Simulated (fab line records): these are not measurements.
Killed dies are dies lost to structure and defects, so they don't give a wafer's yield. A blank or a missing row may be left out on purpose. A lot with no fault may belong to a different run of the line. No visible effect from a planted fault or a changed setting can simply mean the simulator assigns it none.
fab line records ; flow sky130
record lots=10; wafers=30; lastDay=50
route steps=708 shown LOCAL_INTERCONNECT@402 CONTACT@420 METAL5@676 PAD_OPEN@708
lots that met no fault: from a run of the same line without faults
startH: hours from the record's first day to the start of the lot's first wafer shown ; waitH: hours elapsed since this lot's preceding step ; " repeats the value in the row above ; L1.1+2: several wafers, shown together as one row ; - no value, or no start was given ; * or withheld: withheld ; < > ~ a bound
route shown NAME@n: a module of which the file shows steps, and the number in the route of the first ; usual: mean/standard deviation of fault-free wafers ; same: alike in all rows ; chamber/n: place in a boat ; sites: the reading at each site ; _std_site: the standard deviation of these ; _edge_site: inner sites' mean taken away from outer sites' mean ; radiusMm: how far each site lies from the wafer's centre ; mask NAME#n: copy n ; behind: the tool/chamber that last shaped the wafer ; hold: the reason the lot was held/the length of the hold in hours/how it ended ; device: whichever transistor did not switch (one of n, p or np) ; end of line: tests of these same wafers at the route's end ; a step without rows: its recipe alone ; killed: not the wafer's yield, but the dies lost to structure and defects at the first sort ; map: per-die view of a wafer (x killed, . not killed, _ where there is no die)
set.NAME: the run value of the setting; set.NAME@STEP: its run value at that earlier step ; model.NAME: the simulator's own value behind a step, which no gauge read
the route's steps for a sample of lots (tables are steps, rows are wafers)
services: from which hour (startH, from the record's first day; less than 0 if before it) a tool's chamber was out of use, for how many hours, and why
## steps
# step SKY_LOCAL_INTERCONNECT_STRIP_15
# recipe chemistry=O2/N2; powerW=1400; pressureMtorr=1500; platenTempC=withheld; o2FlowSccm=3000; n2FlowSccm=300; overashFraction=0.5
# usual drypumpMotorCurrentA=5.73/0.26; oesProductAu=0.426/0.0042; stripTimeToEndpointS=4.715/0.019
lot.wafer;tool;chamber;startH;waitH;drypumpMotorCurrentA;oesProductAu;rfHoursCounterH;stripTimeToEndpointS
L913.1;plasmaAsher-04;1;700.50;0.0;5.29;0.427;28;4.683
L913.2;plasmaAsher-04;0;700.50;0.0;5.54;0.426;28;4.691
L913.5;plasmaAsher-04;0;700.50;0.0;5.57;0.419;-;4.699
L914.2;plasmaAsher-03;0;718.40;0.0;5.85;0.431;86;4.729
L914.4;plasmaAsher-03;0;718.40;0.0;5.81;0.434;-;4.709
L914.5;plasmaAsher-03;0;718.40;0.0;5.78;0.426;-;4.702
L918.1;plasmaAsher-04;0;752.14;0.0;5.53;0.422;33;4.732
L918.2;plasmaAsher-04;1;752.14;0.0;5.25;0.428;33;4.719
L918.4;plasmaAsher-04;1;752.14;0.0;5.26;0.429;-;4.683
L919.3;plasmaAsher-03;1;757.94;0.1;5.76;0.422;-;4.702
L919.4;plasmaAsher-03;0;757.94;0.1;5.86;0.422;-;4.692
L919.5;plasmaAsher-03;1;757.94;0.1;5.77;0.426;-;4.681
L926.1;plasmaAsher-02;1;808.70;0.0;5.99;0.434;69;4.723
L926.2;plasmaAsher-02;0;808.70;0.0;6.01;0.425;69;4.728
L926.3;plasmaAsher-02;1;808.70;0.0;6.00;0.424;-;4.721
L927.1;plasmaAsher-03;1;822.64;0.0;5.72;0.420;97;4.668
L927.3;plasmaAsher-03;0;822.64;0.0;5.85;0.428;-;4.709
L927.6;plasmaAsher-03;1;822.64;0.0;5.75;0.428;-;4.703
L929.1;plasmaAsher-02;1;872.30;0.0;6.05;0.429;77;4.705
L929.3;plasmaAsher-02;0;872.30;0.0;5.99;0.424;-;4.697
L929.6;plasmaAsher-02;1;872.30;0.0;6.02;0.426;-;4.710
L930.1;plasmaAsher-03;1;873.30;0.0;5.78;0.421;102;4.705
L930.4;plasmaAsher-03;1;873.30;0.0;5.76;0.425;-;4.701
L930.6;plasmaAsher-03;1;873.30;0.0;5.76;0.428;-;4.691
L933.3;plasmaAsher-02;0;873.88;0.1;6.00;0.430;-;4.726
L933.4;plasmaAsher-02;1;873.88;0.1;5.98;0.424;-;4.719
L933.5;plasmaAsher-02;1;873.88;0.1;6.04;0.420;-;4.720
L932.2;plasmaAsher-04;0;875.06;0.0;5.54;0.431;46;4.720
L932.5;plasmaAsher-04;0;875.06;0.0;5.52;0.424;-;4.734
L932.6;plasmaAsher-04;1;875.06;0.0;5.26;0.424;-;4.746
# step SKY_CONTACT_CD_MEAS_14
# recipe targetCdNm=170
# usual cdNm=169.8/1.6
lot.wafer;tool;chamber;startH;waitH;cdNm
L913.1;cdSem-01;-;727.91;-;168.2
L913.2;cdSem-01;-;727.91;-;167.3
L913.5;cdSem-01;-;727.91;-;169.0
L914.2;cdSem-02;-;747.19;-;171.1
L914.4;cdSem-02;-;747.19;-;170.7
L914.5;cdSem-02;-;747.19;-;170.8
L918.1;cdSem-01;-;779.88;-;170.2
L918.2;cdSem-01;-;779.88;-;169.1
L918.4;cdSem-01;-;779.88;-;167.4
L919.3;cdSem-02;-;786.31;-;170.4
L919.4;cdSem-02;-;786.31;-;171.3
L919.5;cdSem-02;-;786.31;-;171.0
L926.1;cdSem-01;-;836.57;-;170.8
L926.2;cdSem-01;-;836.57;-;171.3
L926.3;cdSem-01;-;836.57;-;169.7
L927.1;cdSem-02;-;849.82;-;169.8
L927.3;cdSem-02;-;849.82;-;169.3
L927.6;cdSem-02;-;849.82;-;167.8
L929.1;cdSem-02;-;900.42;-;170.3
L929.3;cdSem-02;-;900.42;-;169.0
L929.6;cdSem-02;-;900.42;-;170.5
L930.1;cdSem-01;-;901.67;-;170.2
L930.4;cdSem-01;-;901.67;-;171.2
L930.6;cdSem-01;-;901.67;-;171.5
L933.3;cdSem-02;-;902.07;-;171.3
L933.4;cdSem-02;-;902.07;-;170.4
L933.5;cdSem-02;-;902.07;-;169.9
L932.2;cdSem-01;-;902.75;-;167.6
L932.5;cdSem-01;-;902.75;-;169.8
L932.6;cdSem-01;-;902.75;-;168.8
# step SKY_CONTACT_SPUTTER_23
# recipe material=TiN; targetThkNm=20; chamberPressurePa=5; powerW=4000; timeS=80
# usual throttleValvePct=30.4/1.4
lot.wafer;tool;chamber;startH;waitH;throttleValvePct
L913.1;pvdSputter-04;-;728.79;0.0;29.7
L913.2;pvdSputter-04;-;728.79;0.0;31.5
L913.5;pvdSputter-04;-;728.79;0.0;28.1
L914.2;pvdSputter-02;-;748.06;0.0;31.7
L914.4;pvdSputter-02;-;748.06;0.0;28.3
L914.5;pvdSputter-02;-;748.06;0.0;31.8
L918.1;pvdSputter-04;-;780.77;0.0;31.5
L918.2;pvdSputter-04;-;780.77;0.0;29.2
L918.4;pvdSputter-04;-;780.77;0.0;29.7
L919.3;pvdSputter-01;-;787.15;0.0;29.6
L919.4;pvdSputter-01;-;787.15;0.0;32.7
L919.5;pvdSputter-01;-;787.15;0.0;29.5
L926.1;pvdSputter-04;-;837.59;0.0;29.5
L926.2;pvdSputter-04;-;837.59;0.0;28.5
L926.3;pvdSputter-04;-;837.59;0.0;31.7
L927.1;pvdSputter-02;-;850.76;0.0;31.6
L927.3;pvdSputter-02;-;850.76;0.0;31.7
L927.6;pvdSputter-02;-;850.76;0.0;31.6
L929.1;pvdSputter-04;-;901.64;0.0;28.4
L929.3;pvdSputter-04;-;901.64;0.0;29.5
L929.6;pvdSputter-04;-;901.64;0.0;28.1
L930.1;pvdSputter-04;-;902.55;0.0;28.5
L930.4;pvdSputter-04;-;902.55;0.0;29.4
L930.6;pvdSputter-04;-;902.55;0.0;29.4
L933.3;pvdSputter-01;-;902.97;0.0;31.2
L933.4;pvdSputter-01;-;902.97;0.0;29.4
L933.5;pvdSputter-01;-;902.97;0.0;29.4
L932.2;pvdSputter-02;-;904.05;0.0;32.0
L932.5;pvdSputter-02;-;904.05;0.0;31.3
L932.6;pvdSputter-02;-;904.05;0.0;31.2
# step SKY_METAL5_METAL_ETCH_15
# recipe targetDepthA=12600; stopOn=SiO2; overEtchFrac=0.2; timeS=252; chemistry=Cl2/BCl3; resistSidewallDeg=86; pressureMtorr=10; icpW=900; biasW=48.5; Cl2_flow_sccm=60; bcl3FlowSccm=30
# usual bcl3FlowSccm=29.97/0.094; biasW=48.50/0.15; drypumpMotorCurrentA=5.9/0.5; oesProductAu=0.895/0.0049; throttleValvePct=22.265/0.0097
lot.wafer;tool;chamber;startH;waitH;bcl3FlowSccm;biasW;drypumpMotorCurrentA;oesProductAu;rfHoursCounterH;throttleValvePct
L913.1;rieMetal-04;0;1023.41;0.0;29.86;48.42;6.7;0.899;5;22.269
L913.2;rieMetal-04;1;1023.41;0.0;30.03;48.60;5.9;0.900;16;22.247
L913.5;rieMetal-04;1;1023.41;0.0;29.96;48.41;5.8;0.896;-;22.281
L914.2;rieMetal-01;1;1038.16;0.0;29.98;48.43;5.0;0.895;17;22.273
L914.4;rieMetal-01;0;1038.16;0.0;30.02;48.74;5.8;0.889;-;22.259
L914.5;rieMetal-01;1;1038.16;0.0;29.90;48.51;5.0;0.905;-;22.268
L918.1;rieMetal-04;1;1062.57;0.0;-;-;-;-;-;-
L918.2;rieMetal-04;0;1062.57;0.0;-;-;-;-;-;-
L918.4;rieMetal-04;0;1062.57;0.0;-;-;-;-;-;-
L919.3;rieMetal-02;0;1071.00;0.1;-;-;-;-;-;-
L919.4;rieMetal-02;1;1071.00;0.1;-;-;-;-;-;-
L919.5;rieMetal-02;0;1071.00;0.1;-;-;-;-;-;-
L926.1;rieMetal-02;0;1106.46;0.0;29.96;48.69;5.8;0.882;3;22.270
L926.2;rieMetal-02;1;1106.46;0.0;30.03;48.40;5.9;0.896;23;22.283
L926.3;rieMetal-02;1;1106.46;0.0;30.05;48.36;5.9;0.891;-;22.257
L927.1;rieMetal-02;1;1119.81;0.0;30.00;48.39;5.9;0.899;25;22.259
L927.3;rieMetal-02;0;1119.81;0.0;30.05;48.46;5.7;0.900;-;22.278
L927.6;rieMetal-02;1;1119.81;0.0;29.96;48.37;5.9;0.898;-;22.270
L929.1;rieMetal-04;1;1153.72;0.0;30.01;48.38;5.9;0.902;25;22.253
L929.3;rieMetal-04;1;1153.72;0.0;30.02;48.43;5.9;0.899;-;22.273
L929.6;rieMetal-04;0;1153.72;0.0;30.09;48.14;6.7;0.893;-;22.252
L930.1;rieMetal-01;1;1156.21;0.0;30.08;48.57;5.0;0.888;0;22.257
L930.4;rieMetal-01;1;1156.21;0.0;30.10;48.49;5.0;0.898;-;22.275
L930.6;rieMetal-01;1;1156.21;0.0;30.06;48.53;5.0;0.895;-;22.260
L933.3;rieMetal-02;1;1156.59;0.1;30.03;48.43;5.9;0.889;-;22.281
L933.4;rieMetal-02;0;1156.59;0.1;30.07;48.51;5.7;0.893;-;22.262
L933.5;rieMetal-02;1;1156.59;0.1;30.00;48.64;5.9;0.900;-;22.261
L932.2;rieMetal-02;1;1158.27;0.0;30.11;48.64;5.9;0.897;28;22.284
L932.5;rieMetal-02;0;1158.27;0.0;29.92;48.61;5.8;0.897;-;22.281
L932.6;rieMetal-02;1;1158.27;0.0;29.99;48.78;5.9;0.890;-;22.259
# step SKY_METAL5_STRIP_16
# recipe chemistry=O2/N2; powerW=1440; pressureMtorr=1500; platenTempC=withheld; o2FlowSccm=3000; n2FlowSccm=300; overashFraction=0.5
# usual drypumpMotorCurrentA=5.70/0.3; oesProductAu=0.722/0.0049; stripTimeToEndpointS=12.87/0.084
lot.wafer;tool;chamber;startH;waitH;drypumpMotorCurrentA;oesProductAu;rfHoursCounterH;stripTimeToEndpointS
L913.1;plasmaAsher-04;0;1023.64;0.2;5.52;0.725;60;12.82
L913.2;plasmaAsher-04;1;1023.64;0.2;5.25;0.719;60;12.84
L913.5;plasmaAsher-04;1;1023.64;0.2;5.29;0.716;-;12.88
L914.2;plasmaAsher-04;1;1038.39;0.2;5.27;0.725;61;12.95
L914.4;plasmaAsher-04;0;1038.39;0.2;5.53;0.717;-;12.83
L914.5;plasmaAsher-04;0;1038.39;0.2;5.55;0.719;-;12.88
L918.1;plasmaAsher-02;1;1062.80;0.2;6.03;0.734;96;20.97
L918.2;plasmaAsher-02;0;1062.80;0.2;6.01;0.727;96;21.04
L918.4;plasmaAsher-02;0;1062.80;0.2;6.01;0.733;-;21.00
L919.3;plasmaAsher-04;1;1071.19;0.1;5.28;0.719;-;21.02
L919.4;plasmaAsher-04;0;1071.19;0.1;5.54;0.724;-;21.00
L919.5;plasmaAsher-04;0;1071.19;0.1;5.54;0.725;-;21.00
L926.1;plasmaAsher-04;0;1106.70;0.2;5.56;0.727;67;12.95
L926.2;plasmaAsher-04;1;1106.70;0.2;5.27;0.720;67;12.86
L926.3;plasmaAsher-04;1;1106.70;0.2;5.29;0.726;-;12.89
L927.1;plasmaAsher-02;0;1120.05;0.2;6.03;0.719;102;12.78
L927.3;plasmaAsher-02;1;1120.05;0.2;6.04;0.717;-;12.87
L927.6;plasmaAsher-02;0;1120.05;0.2;6.02;0.724;-;12.82
L929.1;plasmaAsher-04;1;1153.96;0.2;5.28;0.721;71;12.91
L929.3;plasmaAsher-04;0;1153.96;0.2;5.56;0.727;-;12.84
L929.6;plasmaAsher-04;1;1153.96;0.2;5.29;0.730;-;12.99
L930.1;plasmaAsher-02;0;1156.45;0.2;6.02;0.727;106;12.81
L930.4;plasmaAsher-02;0;1156.45;0.2;6.03;0.723;-;12.81
L930.6;plasmaAsher-02;1;1156.45;0.2;5.97;0.722;-;12.82
L933.3;plasmaAsher-03;1;1156.78;0.1;5.74;0.719;-;12.95
L933.4;plasmaAsher-03;0;1156.78;0.1;5.87;0.719;-;13.05
L933.5;plasmaAsher-03;1;1156.78;0.1;5.75;0.724;-;12.85
L932.2;plasmaAsher-03;1;1158.51;0.2;5.74;0.717;9;12.80
L932.5;plasmaAsher-03;0;1158.51;0.2;5.85;0.720;-;12.82
L932.6;plasmaAsher-03;1;1158.51;0.2;5.76;0.726;-;12.78
# step SKY_PAD_OPEN_PROBE_99
# usual defectLimitedYield=82.8/1.7; killed_at_M0_to_M3=43/6.2; killed_at_M4_up=2.8/1.7; killedAtContacts=24/4.8; killedAtFrontEnd=15/4.3; killedAtOther=0.3/0.55; killedDies=85/8.4; killedOnRim=17/3.8; killedOpen=46/6.7; killedShort=38/6.2; sort_bin_3_pad_short=0.9/0.46; sort_bin_5_function=10.2/1.3; sort_bin_6_memory=6.1/0.9; sortNPass=407/8.4; sortYieldPct=82.8/1.7
# same grossDies=492; killedAtBackSide=0; sort_bin_4_leakage[%]=0; sort_bin_8_speed[%]=0
lot.wafer;tool;chamber;startH;waitH;defectLimitedYield[%];killed_at_M0_to_M3;killed_at_M4_up;killedAtContacts;killedAtFrontEnd;killedAtOther;killedDies;killedOnRim;killedOpen;killedShort;sort_bin_3_pad_short[%];sort_bin_5_function[%];sort_bin_6_memory[%];sortNPass;sortYieldPct[%]
L918.1;prober-01;-;1107.49;0.1;0;41;411;28;12;0;492;96;47;34;1.0;92.7;6.3;0;0
L918.2;prober-01;-;1107.54;0.1;0;47;401;34;10;0;492;96;55;39;1.4;93.1;5.5;0;0
L918.4;prober-01;-;1107.64;0.2;0;54;407;17;14;0;492;96;41;45;0.6;91.5;7.9;0;0
L919.3;prober-02;-;1113.73;0.2;0;42;407;21;21;1;492;96;39;46;1.4;92.1;6.5;0;0
L919.4;prober-02;-;1113.78;0.2;0;32;425;18;17;0;492;96;36;33;0.8;93.9;5.3;0;0
L919.5;prober-02;-;1113.83;0.2;0;34;425;27;6;0;492;96;40;28;0.2;94.9;4.9;0;0
L926.1;prober-01;-;1147.19;0.1;82.7;37;3;28;16;1;85;13;48;37;1.2;10.4;5.7;407;82.7
L926.2;prober-01;-;1147.24;0.1;83.1;46;4;24;8;1;83;23;45;38;1.0;10.8;5.1;409;83.1
L926.3;prober-01;-;1147.29;0.2;83.5;41;2;23;15;0;81;13;44;37;1.0;8.3;7.1;411;83.5
L927.1;prober-02;-;1156.45;0.1;82.7;47;2;21;15;0;85;13;38;46;1.2;10.0;6.1;407;82.7
L927.3;prober-02;-;1156.55;0.2;80.9;58;2;15;17;2;94;19;52;39;1.0;10.8;7.3;398;80.9
L927.6;prober-02;-;1156.70;0.2;83.5;40;4;18;18;1;81;14;34;46;1.6;8.3;6.5;411;83.5
L929.1;prober-02;-;1190.53;0.1;81.1;46;3;26;18;0;93;13;46;47;1.0;13.2;4.7;399;81.1
L929.3;prober-02;-;1190.63;0.2;78.9;60;1;28;15;0;104;13;57;47;2.2;10.4;8.5;388;78.9
L929.6;prober-02;-;1190.78;0.2;83.5;43;2;25;10;1;81;11;41;39;0.6;8.9;6.9;411;83.5
L930.1;prober-02;-;1194.37;0.1;82.7;35;7;31;12;0;85;12;49;36;0.6;11.2;5.5;407;82.7
L930.4;prober-02;-;1194.52;0.2;84.3;33;2;28;14;0;77;14;39;38;0.8;10.2;4.7;415;84.3
L930.6;prober-02;-;1194.62;0.2;86.0;35;2;19;13;0;69;12;43;26;0.2;8.5;5.3;423;86.0
L932.2;prober-02;-;1195.92;0.1;85.2;39;2;19;13;0;73;11;30;42;0.6;8.9;5.3;419;85.2
L932.5;prober-02;-;1196.07;0.2;86.2;32;2;19;15;0;68;15;40;27;0.8;8.3;4.7;424;86.2
L932.6;prober-02;-;1196.12;0.2;80.1;53;2;26;17;0;98;15;49;48;1.4;11.0;7.5;394;80.1
# killed by level:class
L918.1 METAL5:areaEtch=411 VIA1:geometricParticle:open=12 VIA3:geometricParticle:open=12 CONTACT:geometricParticle:short=9 CONTACT:geometricParticle:open=9 METAL2:geometricParticle:short=6 LI_CONTACT:geometricParticle:open=4 FIELD_ISO:geometricParticle:short=3
L918.2 METAL5:areaEtch=398 VIA1:geometricParticle:open=11 LI_CONTACT:geometricParticle:open=10 CONTACT:geometricParticle:open=8 VIA3:geometricParticle:open=8 VIA1:geometricParticle:short=5 LOCAL_INTERCONNECT:geometricParticle:short=5 CONTACT:geometricParticle:short=5
L918.4 METAL5:areaEtch=405 VIA1:geometricParticle:open=11 VIA2:geometricParticle:open=10 METAL1:geometricParticle:short=6 CONTACT:geometricParticle:open=5 VIA1:geometricParticle:short=5 VIA3:geometricParticle:open=5 FIELD_ISO:geometricParticle:short=4
L919.3 METAL5:areaEtch=407 VIA1:geometricParticle:open=9 METAL2:geometricParticle:short=7 VIA3:geometricParticle:open=7 FIELD_ISO:geometricParticle:short=6 METAL1:geometricParticle:short=6 LI_CONTACT:geometricParticle:short=5 POLY_GATE:geometricParticle:open=4
L919.4 METAL5:areaEtch=423 VIA1:geometricParticle:open=11 FIELD_ISO:geometricParticle:short=5 METAL1:geometricParticle:short=5 FIELD_ISO:geometricParticle:open=4 POLY_GATE:geometricParticle:short=4 LI_CONTACT:geometricParticle:short=4 LOCAL_INTERCONNECT:geometricParticle:short=3
L919.5 METAL5:areaEtch=423 VIA1:geometricParticle:open=11 CONTACT:geometricParticle:short=9 CONTACT:geometricParticle:open=9 LI_CONTACT:geometricParticle:open=6 METAL1:geometricParticle:short=6 METAL2:geometricParticle:short=4 METAL3:geometricParticle:open=3
L926.1 CONTACT:geometricParticle:open=11 VIA1:geometricParticle:open=8 LI_CONTACT:geometricParticle:open=7 VIA2:geometricParticle:open=6 METAL1:geometricParticle:short=6 FIELD_ISO:geometricParticle:short=4 LI_CONTACT:geometricParticle:short=4 VIA1:geometricParticle:short=4
L926.2 VIA1:geometricParticle:open=10 LI_CONTACT:geometricParticle:open=8 VIA2:geometricParticle:short=7 VIA1:geometricParticle:short=6 VIA3:geometricParticle:open=6 CONTACT:geometricParticle:open=5 METAL1:geometricParticle:short=4 LI_CONTACT:geometricParticle:short=4
L926.3 VIA1:geometricParticle:open=10 CONTACT:geometricParticle:open=7 LI_CONTACT:geometricParticle:open=6 FIELD_ISO:geometricParticle:short=5 VIA2:geometricParticle:open=5 VIA3:geometricParticle:open=5 METAL1:geometricParticle:short=4 CONTACT:geometricParticle:short=4
L927.1 VIA3:geometricParticle:open=8 VIA1:geometricParticle:open=6 POLY_GATE:geometricParticle:open=6 LI_CONTACT:geometricParticle:open=6 METAL1:geometricParticle:short=6 VIA1:geometricParticle:short=5 CONTACT:geometricParticle:short=5 CONTACT:geometricParticle:open=5
L927.3 VIA1:geometricParticle:open=13 VIA3:geometricParticle:open=9 METAL2:geometricParticle:short=9 VIA1:geometricParticle:short=8 FIELD_ISO:geometricParticle:short=6 VIA2:geometricParticle:open=6 POLY_GATE:geometricParticle:open=5 LI_CONTACT:geometricParticle:open=5
L927.6 CONTACT:geometricParticle:open=9 VIA1:geometricParticle:open=8 FIELD_ISO:geometricParticle:short=6 VIA3:geometricParticle:open=6 VIA1:geometricParticle:short=5 METAL2:geometricParticle:short=5 FIELD_ISO:geometricParticle:open=4 LOCAL_INTERCONNECT:geometricParticle:short=4
L929.1 VIA1:geometricParticle:open=13 CONTACT:geometricParticle:open=9 LOCAL_INTERCONNECT:geometricParticle:short=8 FIELD_ISO:geometricParticle:short=6 METAL3:geometricParticle:short=6 METAL2:geometricParticle:short=6 POLY_GATE:geometricParticle:open=5 VIA3:geometricParticle:open=5
L929.3 VIA1:geometricParticle:open=13 LI_CONTACT:geometricParticle:open=11 METAL1:geometricParticle:short=9 CONTACT:geometricParticle:open=9 METAL2:geometricParticle:short=9 VIA3:geometricParticle:open=6 VIA1:geometricParticle:short=6 VIA2:geometricParticle:short=5
L929.6 VIA1:geometricParticle:open=11 CONTACT:geometricParticle:open=9 VIA3:geometricParticle:open=8 CONTACT:geometricParticle:short=5 FIELD_ISO:geometricParticle:short=4 FIELD_ISO:geometricParticle:open=4 LI_CONTACT:geometricParticle:short=4 VIA1:geometricParticle:short=4
L930.1 CONTACT:geometricParticle:open=10 VIA1:geometricParticle:open=9 CONTACT:geometricParticle:short=8 LI_CONTACT:geometricParticle:open=7 VIA2:geometricParticle:open=6 FIELD_ISO:geometricParticle:open=5 VIA2:geometricParticle:short=4 POLY_GATE:geometricParticle:open=3
L930.4 CONTACT:geometricParticle:open=10 VIA2:geometricParticle:open=8 VIA1:geometricParticle:open=7 CONTACT:geometricParticle:short=6 LOCAL_INTERCONNECT:geometricParticle:short=5 LI_CONTACT:geometricParticle:short=4 METAL1:geometricParticle:short=4 METAL2:geometricParticle:short=4
L930.6 CONTACT:geometricParticle:open=10 VIA1:geometricParticle:open=7 LI_CONTACT:geometricParticle:open=6 VIA3:geometricParticle:open=6 METAL1:geometricParticle:short=5 VIA1:geometricParticle:short=4 VIA2:geometricParticle:open=4 METAL2:geometricParticle:short=4
L932.2 VIA1:geometricParticle:open=9 LOCAL_INTERCONNECT:geometricParticle:short=8 VIA3:geometricParticle:open=6 POLY_GATE:geometricParticle:short=5 VIA1:geometricParticle:short=5 CONTACT:geometricParticle:open=4 METAL1:geometricParticle:short=4 METAL2:geometricParticle:short=4
L932.5 VIA1:geometricParticle:open=8 LI_CONTACT:geometricParticle:open=7 CONTACT:geometricParticle:open=7 METAL1:geometricParticle:short=7 FIELD_ISO:geometricParticle:open=6 VIA2:geometricParticle:open=6 VIA3:geometricParticle:short=3 POLY_GATE:geometricParticle:short=2
L932.6 VIA1:geometricParticle:open=15 VIA1:geometricParticle:short=9 LI_CONTACT:geometricParticle:open=8 CONTACT:geometricParticle:open=8 METAL2:geometricParticle:short=6 METAL1:geometricParticle:short=5 FIELD_ISO:geometricParticle:open=4 LOCAL_INTERCONNECT:geometricParticle:short=4
## services
tool;chamber;startH;hours;kind
rieMetal-02;-;679.17;2.8;pm
pvdSputter-02;-;756.60;17.2;repair
rieMetal-02;-;762.19;4.3;pm
rieMetal-04;0;797.86;1.9;repair
pvdSputter-04;-;805.84;2.1;repair
pvdSputter-04;-;846.54;6.6;repair
pvdSputter-02;-;866.25;1.1;repair
rieMetal-04;-;936.96;0.4;repair
plasmaAsher-03;-;952.13;2.9;repair
rieMetal-02;0;982.87;14.9;repair
pvdSputter-02;-;983.12;1.3;repair
plasmaAsher-04;-;1007.67;14.6;pm
rieMetal-04;-;1010.25;2.8;pm
rieMetal-04;-;1013.62;2.3;repair
rieMetal-02;1;1025.71;2.6;repair
rieMetal-02;-;1049.90;1.0;repair
plasmaAsher-03;-;1055.25;9.0;pm
rieMetal-04;1;1066.14;4.3;repair
plasmaAsher-04;-;1077.76;4.3;pm
plasmaAsher-04;-;1095.31;3.8;repair
rieMetal-04;1;1104.60;4.0;repair
plasmaAsher-04;-;1117.73;1.3;repair
plasmaAsher-03;-;1144.25;4.0;repair
plasmaAsher-04;-;1145.17;2.9;repair
## key
firstSign step=SKY_METAL5_METAL_ETCH_15; reading=toolRecord; direction=missing
effect step=SKY_METAL5_STRIP_16; reading=stripTimeToEndpointS; direction=up; sigmas=97; usual=*; struck=*
effect step=SKY_PAD_OPEN_PROBE_99; reading=killed_at_M4_up; direction=up; sigmas=99+; usual=2.8; struck=412.7
moreKillsBornAt SKY_METAL5_METAL_ETCH_15@rieMetal-02=1253; SKY_METAL5_METAL_ETCH_15@rieMetal-04=1214
metAt SKY_METAL5_METAL_ETCH_15
struckLots L918,L919
laterRowsLeftOut L918.1,L918.2,L918.4,L919.3,L919.4,L919.5
notActingAt SKY_LOCAL_INTERCONNECT_STRIP_15,SKY_CONTACT_CD_MEAS_14,SKY_CONTACT_SPUTTER_23
onsetBetween 1023.41 1062.57
fault kind=skippedStepWhole; tool=rieMetal-02,rieMetal-04; chamber=-; onsetH=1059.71; steps=SKY_METAL5_METAL_ETCH_15; scope=struckLotsOnly
# laterRowsLeftOut: the simulator's readings of these wafers behind a module that went badly wrong aren't trusted and aren't shown, but for the sort
